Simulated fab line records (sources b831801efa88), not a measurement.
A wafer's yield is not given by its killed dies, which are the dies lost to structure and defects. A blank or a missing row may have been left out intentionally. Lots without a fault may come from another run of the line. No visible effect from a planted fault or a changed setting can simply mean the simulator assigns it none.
Which tool is to blame?    flow sky130    42 wafers from 14 lots sampled at 5 of the route's 708 steps

== WHAT EACH GAUGE READ, for each wafer ==
SKY_SONOS_ONO_CD_MEAS_13 targets a cd of 410 nm.
lot   measured      on         cd nm (nm)
L835  day 13 16:32  cd sem-02  408.6 410.1 409.5
L836  day 13 20:07  cd sem-01  410.7 410.4 410.9
L838  day 14 04:14  cd sem-01  407.8 407.9 408.2
L837  day 14 08:44  cd sem-01  409.4 409.6 408.7
L839  day 14 17:13  cd sem-01  406.3 406.8 405.9
L840  day 14 21:44  cd sem-01  409.2 411.2 410.7
L841  day 15 08:28  cd sem-02  412.0 413.0 413.2
L842  day 15 13:14  cd sem-02  409.0 408.8 410.0
L843  day 15 19:04  cd sem-02  410.1 410.9 408.5
L844  day 16 11:19  cd sem-02  408.2 411.3 407.8
L847  day 17 18:41  cd sem-02  408.7 412.8 409.4
L853  day 19 11:32  cd sem-01  406.7 409.5 411.0
L855  day 20 00:18  cd sem-01  407.2 409.6 409.2
L858  day 21 02:41  cd sem-02  409.1 409.6 411.8

SKY_SONOS_ONO_OVL_MEAS_14.
lot   measured      on          SONOS_ONO_OVL (nm)
L835  day 13 16:39  overlay-01  -0.4 -0.4 -0.3
L836  day 13 20:13  overlay-02  -1.6 -1.6 -1.8
L838  day 14 04:21  overlay-02  -2.2 -1.7 -0.5
L837  day 14 08:51  overlay-02  1.1 0.9 0.2
L839  day 14 17:20  overlay-02  -1.7 -1.2 -1.0
L840  day 14 21:51  overlay-01  -1.8 -1.9 -2.0
L841  day 15 08:34  overlay-02  -2.0 -2.9 -1.6
L842  day 15 13:21  overlay-01  -2.4 -2.9 -2.8
L843  day 15 19:11  overlay-01  -1.3 -1.2 -2.4
L844  day 16 11:26  overlay-02  -2.5 -2.9 -1.2
L847  day 17 18:46  overlay-02  -3.3 -1.8 -0.6
L853  day 19 11:39  overlay-01  -1.6 -1.9 -0.9
L855  day 20 00:25  overlay-02  -1.4 -1.6 -2.0
L858  day 21 02:48  overlay-01  -0.4 -0.2 -0.1

SKY_POLY_GATE_OVL_MEAS_14.
lot   measured      on          POLY_GATE_OVL (nm)
L835  day 17 13:46  overlay-02  -5 -7 -4
L836  day 17 18:55  overlay-02  4 -4 5
L838  day 18 03:25  overlay-01  -3 -4 3
L837  day 18 08:55  overlay-02  1 1 -3
L839  day 18 18:30  overlay-01  0 0 -2
L840  day 19 05:33  overlay-01  -2 3 7
L841  day 19 12:01  overlay-01  -2 0 3
L842  day 19 17:25  overlay-01  33 35 33
L843  day 20 01:42  overlay-01  -5 -3 0
L844  day 20 17:14  overlay-01  27 30 28
L847  day 22 03:31  overlay-01  39 36 39
L853  day 23 20:15  overlay-01  4 -2 7
L855  day 24 06:04  overlay-02  5 8 4
L858  day 25 05:51  overlay-02  -6 -2 -14

SKY_POLY_GATE_CD_MEAS_22.
lot   measured      on         cd nm (nm)
L835  day 17 16:22  cd sem-02  149.4 146.4 149.3
L836  day 17 20:42  cd sem-01  146.6 147.6 146.7
L838  day 18 06:17  cd sem-02  149.0 149.2 150.1
L837  day 18 11:55  cd sem-01  149.7 149.5 147.1
L839  day 18 20:28  cd sem-01  149.5 147.2 151.4
L840  day 19 08:14  cd sem-01  149.5 149.8 151.5
L841  day 19 14:38  cd sem-01  149.7 152.4 151.4
L842  day 19 21:21  cd sem-02  151.8 147.7 150.2
L843  day 20 03:30  cd sem-01  148.5 144.9 150.9
L844  day 20 18:58  cd sem-02  149.8 151.3 148.6
L847  day 22 06:15  cd sem-02  153.1 152.4 149.4
L853  day 23 21:59  cd sem-02  146.8 151.9 147.5
L855  day 24 08:39  cd sem-02  148.7 150.4 149.1
L858  day 25 07:35  cd sem-02  147.1 147.9 148.9

== WHAT TOOL EACH LOT RAN ON (gives the tool, then ch and the chambers of the sampled wafers, and finally the start) ==
lot   SKY_POLY_GATE_EXPOSE_10
L835  krf scanner-01 ch 0, day 16 22:51
L836  krf scanner-02 ch 0, day 17 03:10
L838  krf scanner-02 ch 0, day 17 12:43
L837  krf scanner-02 ch 0, day 17 17:30
L839  krf scanner-01 ch 0, day 18 03:02
L840  krf scanner-02 ch 0, day 18 13:25
L841  krf scanner-02 ch 0, day 18 19:37
L842  krf scanner-02 ch 0, day 19 02:11
L843  krf scanner-01 ch 0, day 19 09:17
L844  krf scanner-02 ch 0, day 20 00:50
L847  krf scanner-02 ch 0, day 21 11:26
L853  krf scanner-01 ch 0, day 23 05:05
L855  krf scanner-01 ch 0, day 23 15:09
L858  krf scanner-01 ch 0, day 24 15:28
- SKY_POLY_GATE_EXPOSE_10: exposes mask P1M, target cd 150 nm.

== AS READ BY THE TOOLS THEMSELVES (means over the sampled wafers that have a number; for cases with no such wafer, the mark the record gives instead) ==
The record holds no such reading with a usual standard deviation.

== THE ANSWER, worked out from the rows above alone ==
Rule: what is usual is taken from the lots themselves. The widest of any qualifying gaps counts: lots, ordered by their means at a reading, are off when they make up no more than a third of the lots, leave a main group of 4 or more, and stand apart from it by 3 or more times the standard deviation of that group's means. A main group is skipped when, at the precision printed for the reading in the tables above, its means are all equal. Also off: a lot with no number at a reading for which 4 or more lots have one. The other lots that the step has rows for count as sound. Order of review: gauges by route order, followed by the tools' own readings, for which a lot's mean as printed above is used. The first step at which some lot is off is used, and at that step the reading that is off furthest; a lot without a number counts as furthest.
Off: at SKY_POLY_GATE_OVL_MEAS_14 (POLY_GATE_OVL), L842, L844, L847. Main group: mean -0 nm, sd 3.6.
If a tool, at a process step before that reading, ran all the lots that are off and no sound lot after the first of them, it fits. Gauges at SKY_POLY_GATE_OVL_MEAS_14: tried the same way as those tools. One candidate fits, namely krf scanner-02 at SKY_POLY_GATE_EXPOSE_10. Its last sound lot is L841 (day 18 19:37), its first lot that is off L842 (day 19 02:11): a fault that began between those two fits.

== WHAT HAD BEEN PUT IN BY THE SIMULATOR ==
Scanner matching overlay: krf scanner-02, from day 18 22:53 on, at SKY_POLY_GATE_EXPOSE_10. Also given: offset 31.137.
Struck lots among those shown: L842, L844, L847. The rule given above showed the same thing.
